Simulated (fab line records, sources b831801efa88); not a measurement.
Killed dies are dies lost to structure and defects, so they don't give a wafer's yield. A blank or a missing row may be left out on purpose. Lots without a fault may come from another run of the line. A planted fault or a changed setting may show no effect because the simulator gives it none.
Which tool did it? | flow gf180mcu | 15 lots, 45 wafers sampled, at 5 steps of a route of 602

WHAT THE GAUGES READ, wafer by wafer
GF_CONTACT_BOW_MEAS_05. Usual: CONTACT_BOW 66 um, standard deviation 7.3.
lot  | measured     | on            | CONTACT_BOW (um) | flag
L820 | day 15 06:04 | film_metro-01 | 66 59 67         |
L821 | day 15 15:13 | film_metro-04 | 65 74 60         |
L822 | day 15 21:39 | film_metro-02 | 71 59 68         |
L824 | day 16 17:11 | film_metro-04 | 62 59 61         |
L825 | day 17 09:19 | film_metro-02 | 63 69 62         |
L826 | day 17 16:33 | film_metro-01 | 76 72 54         |
L830 | day 19 01:51 | film_metro-02 | 71 69 71         |
L832 | day 19 20:32 | film_metro-04 | 83 63 73         |
L833 | day 19 23:33 | film_metro-02 | 61 67 59         |
L834 | day 20 09:21 | film_metro-01 | 78 82 76 - - -   |
L835 | day 20 20:37 | film_metro-04 | 60 75 80 - - -   |
L836 | day 21 01:15 | film_metro-02 | 81 76 79 - - -   |
L837 | day 21 08:08 | film_metro-04 | 70 60 67         |
L838 | day 21 15:27 | film_metro-02 | 66 64 66         |
L839 | day 22 05:55 | film_metro-04 | 62 53 70         |

GF_CONTACT_OVL_MEAS_15. Usual: CONTACT_OVL 3 nm, standard deviation 5.1.
lot  | measured     | on         | CONTACT_OVL (nm) | flag
L820 | day 16 04:20 | overlay-02 | 10 6 -2          |
L821 | day 16 13:37 | overlay-01 | 3 -8 7           |
L822 | day 16 20:13 | overlay-02 | 3 7 2            |
L824 | day 17 15:17 | overlay-01 | 2 -2 2           |
L825 | day 18 07:40 | overlay-01 | 9 8 0            |
L826 | day 18 15:43 | overlay-01 | 3 7 8            |
L830 | day 20 01:42 | overlay-02 | 5 3 -1           |
L832 | day 20 21:20 | overlay-01 | -3 2 4           |
L833 | day 20 23:46 | overlay-02 | 12 6 2           |
L837 | day 22 08:30 | overlay-02 | 13 4 0           |
L838 | day 22 14:50 | overlay-01 | 7 12 -6          |
L839 | day 23 05:05 | overlay-02 | 11 11 8          |

GF_V1_THK_MEAS_03. Usual: V1_CVD_02_THK 848 nm, standard deviation 11.
lot  | measured     | on            | V1_CVD_02_THK (nm) | flag
L820 | day 17 04:52 | film_metro-04 | 850 854 864        |
L821 | day 17 14:32 | film_metro-03 | 857 847 871        |
L822 | day 17 20:41 | film_metro-01 | 854 852 865        |
L824 | day 18 20:20 | film_metro-01 | 846 847 868        |
L825 | day 19 09:25 | film_metro-01 | 843 856 855        |
L826 | day 19 17:59 | film_metro-04 | 851 859 859        |
L830 | day 21 04:44 | film_metro-04 | 838 857 855        |
L832 | day 21 23:53 | film_metro-04 | 832 841 846        |
L833 | day 22 01:59 | film_metro-04 | 845 828 841        |
L837 | day 23 10:23 | film_metro-04 | 842 861 848        |
L838 | day 23 15:32 | film_metro-04 | 840 825 855        |
L839 | day 24 06:00 | film_metro-03 | 831 828 848        |

GF_V1_CD_MEAS_14: target cd 260 nm. Usual: cd_nm 259.9 nm, standard deviation 1.4.
lot  | measured     | on        | cd_nm (nm)        | flag
L820 | day 18 03:51 | cd_sem-02 | 259.6 260.3 259.8 |
L821 | day 18 13:48 | cd_sem-02 | 259.0 259.2 257.8 |
L822 | day 18 20:21 | cd_sem-02 | 260.4 259.8 260.2 |
L824 | day 19 21:24 | cd_sem-01 | 259.2 259.9 259.5 |
L825 | day 20 09:55 | cd_sem-02 | 260.6 260.2 259.7 |
L826 | day 20 19:08 | cd_sem-01 | 259.7 260.9 261.6 |
L830 | day 22 05:02 | cd_sem-02 | 260.2 260.0 260.3 |
L832 | day 22 22:58 | cd_sem-02 | 259.4 259.7 258.5 |
L833 | day 23 01:43 | cd_sem-02 | 258.4 258.4 257.9 |
L837 | day 24 08:44 | cd_sem-02 | 259.8 260.8 262.6 |
L838 | day 24 14:24 | cd_sem-02 | 261.3 260.9 260.6 |
L839 | day 25 03:50 | cd_sem-01 | 258.8 259.6 259.7 |

WHICH TOOL RAN EACH LOT (tool, then ch and the chambers of the sampled wafers, then the start)
lot  | GF_CONTACT_CMP_04
L820 | cmp-02 ch 0,3, day 15 05:49
L821 | cmp-01 ch 0,1,3, day 15 14:55
L822 | cmp-01 ch 0,1,2, day 15 21:27
L824 | cmp-02 ch 0,1, day 16 16:51
L825 | cmp-02 ch 0,1, day 17 09:04
L826 | cmp-02 ch 0,2,3, day 17 16:16
L830 | cmp-02 ch 0,1,3, day 19 01:40
L832 | cmp-01 ch 0,3, day 19 20:13
L833 | cmp-02 ch 0,1, day 19 23:15
L834 | cmp-02 ch 0,1,3, day 20 09:03
L835 | cmp-01 ch 0,2,3, day 20 20:21
L836 | cmp-01 ch 2,3, day 21 00:58
L837 | cmp-02 ch 0,2,3, day 21 07:50
L838 | cmp-01 ch 2,3, day 21 15:09
L839 | cmp-02 ch 1,2,3, day 22 05:40
- GF_CONTACT_CMP_04: polishes SiO2.

WHAT THE TOOLS THEMSELVES READ (means of the sampled wafers that have a number; where no wafer has one, the mark that the record gives instead)
GF_CONTACT_CMP_04. Usual: edge_zone_pressure_frac 1.000, standard deviation 0.0046; head_pressure_psi 4.001 psi, standard deviation 0.0095; motor_current_A 11.6 A, standard deviation 1; time_to_endpoint_s 110 s, standard deviation 5.7.
lot  | tool   | edge_zone_pressure_frac | head_pressure_psi (psi) | motor_current_A (A) | time_to_endpoint_s (s) | flag
L820 | cmp-02 | 0.999                   | 4.003                   | 11.4                | 112                    |
L821 | cmp-01 | 1.003                   | 3.994                   | 11.9                | 112                    |
L822 | cmp-01 | 1.001                   | 4.007                   | 11.2                | 107                    |
L824 | cmp-02 | 1.001                   | 3.996                   | 11.1                | 108                    |
L825 | cmp-02 | 1.002                   | 4.003                   | 10.9                | 109                    |
L826 | cmp-02 | 1.003                   | 4.000                   | 11.7                | 107                    |
L830 | cmp-02 | 1.002                   | 3.999                   | 11.6                | 113                    |
L832 | cmp-01 | 0.998                   | 3.998                   | 12.7                | 109                    |
L833 | cmp-02 | 0.997                   | 4.006                   | 11.5                | 101                    |
L834 | cmp-02 | -                       | -                       | -                   | -                      | OFF
L835 | cmp-01 | -                       | -                       | -                   | -                      | OFF
L836 | cmp-01 | -                       | -                       | -                   | -                      | OFF
L837 | cmp-02 | 0.999                   | 4.005                   | 11.6                | 110                    |
L838 | cmp-01 | 0.996                   | 4.005                   | 12.7                | 105                    |
L839 | cmp-02 | 1.002                   | 3.989                   | 11.6                | 110                    |

THE ANSWER, worked out from the rows above alone
Rule: a lot is off if the mean of its wafers that have a number lies more than 3 standard deviations from the usual mean. A lot without any number at a reading at which 4 lots or more have one is off too. The other lots that the step has rows for count as sound. The gauges are gone through in route order, then the tools' own readings, and for those a lot's mean is taken as printed above. The first step at which some lot is off is used, and at that step the reading that is off furthest; a lot without a number counts as furthest.
Off: L834, L835, L836, at GF_CONTACT_CMP_04 (edge_zone_pressure_frac). Without a number there: L834, L835, L836.
A tool fits if, at that step or a process step before it, it ran every lot that is off, and no sound lot after the first of them. None of those tried fits.

WHAT THE SIMULATOR HAD PUT IN
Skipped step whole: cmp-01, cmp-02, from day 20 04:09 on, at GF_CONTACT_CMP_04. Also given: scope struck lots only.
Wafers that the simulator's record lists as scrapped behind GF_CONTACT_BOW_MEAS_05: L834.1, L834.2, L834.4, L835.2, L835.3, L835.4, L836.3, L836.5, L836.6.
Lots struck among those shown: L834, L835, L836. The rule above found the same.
